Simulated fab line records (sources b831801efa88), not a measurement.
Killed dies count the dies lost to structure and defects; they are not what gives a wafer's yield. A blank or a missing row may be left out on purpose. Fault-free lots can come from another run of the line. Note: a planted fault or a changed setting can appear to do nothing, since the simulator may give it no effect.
What tool caused it?	flow sky130	11 lots with 33 wafers sampled at 2 steps, on a route of 708 steps

== WHAT THE GAUGES SHOWED, per wafer ==
SKY_METAL4_CD_MEAS_13: the cd target is 300 nm.
lot	measured	on	cd nm (nm)
L658	day 42 04:19	cd sem-02	300.6 300.5 300.2
L660	day 42 12:23	cd sem-01	301.0 301.8 302.0
L661	day 42 23:42	cd sem-01	299.7 299.1 299.2
L662	day 43 02:31	cd sem-01	301.3 301.1 302.5
L664	day 43 21:07	cd sem-01	299.7 301.2 301.4
L665	day 44 02:51	cd sem-02	302.5 303.5 302.0
L666	day 44 10:04	cd sem-02	300.5 300.2 299.1
L667	day 44 15:32	cd sem-01	302.4 301.8 302.3
L672	day 45 23:08	cd sem-02	301.3 302.7 301.6
L679	day 47 15:41	cd sem-01	299.3 300.7 300.0
L680	day 47 22:25	cd sem-02	298.6 298.4 300.2

== WHICH TOOL RAN EACH LOT (tool, then ch and the chambers of the sampled wafers, then the start) ==
lot	SKY_METAL3_DESCUM_15
L658	rie metal-04 ch 0,1, day 38 23:38
L660	rie metal-02 ch 0,1, day 39 08:20
L661	rie metal-04 ch 0, day 39 19:54
L662	rie metal-03 ch 0,1, day 39 22:20
L664	rie metal-02 ch 0,1, day 40 18:46
L665	rie metal-04 ch 0,1, day 41 00:16
L666	rie metal-03 ch 1, day 41 07:50
L667	rie metal-02 ch 0,1, day 41 13:42
L672	rie metal-04 ch 0,1, day 43 01:10
L679	rie metal-04 ch 0,1, day 44 23:38
L680	rie metal-04 ch 0,1, day 45 06:50
- SKY_METAL3_DESCUM_15: chemistry O2, time 8 s.

== WHAT THE TOOLS THEMSELVES READ (means of the sampled wafers that have a number; where no wafer has one, the mark that the record gives instead) ==
SKY_METAL3_DESCUM_15.
lot	tool	drypump motor current A (A)	oes product au (a.u.)
L658	rie metal-04	5.9	1.000
L660	rie metal-02	5.4	0.995
L661	rie metal-04	5.9	0.999
L662	rie metal-03	5.7	0.996
L664	rie metal-02	5.1	1.008
L665	rie metal-04	5.9	0.993
L666	rie metal-03	5.0	0.990
L667	rie metal-02	5.4	0.993
L672	rie metal-04	5.9	0.996
L679	rie metal-04	5.9	1.005
L680	rie metal-04	5.9	1.008

== THE ANSWER, worked out from the rows above alone ==
Rule: the usual values come from the lots themselves. Put in order of their means at a reading, lots are off if they are a third of the lots or fewer, leave a main group of 4 or more, and stand apart from it by a gap of 3 or more times the standard deviation of the main group's means; of several such gaps the widest counts. Not used: any main group whose means are identical at the precision the tables above print for the reading. A lot without any number at a reading at which 4 lots or more have one is off too. Any other lot the step has rows for is counted as sound. The gauges are gone through in route order, then the tools' own readings, and for those a lot's mean is taken as printed above. The first step at which some lot is off is used, and at that step the reading that is off furthest; a lot without a number counts as furthest.
No lot is off at any reading shown: from this, nothing can be told.

== WHAT THE SIMULATOR PUT IN ==
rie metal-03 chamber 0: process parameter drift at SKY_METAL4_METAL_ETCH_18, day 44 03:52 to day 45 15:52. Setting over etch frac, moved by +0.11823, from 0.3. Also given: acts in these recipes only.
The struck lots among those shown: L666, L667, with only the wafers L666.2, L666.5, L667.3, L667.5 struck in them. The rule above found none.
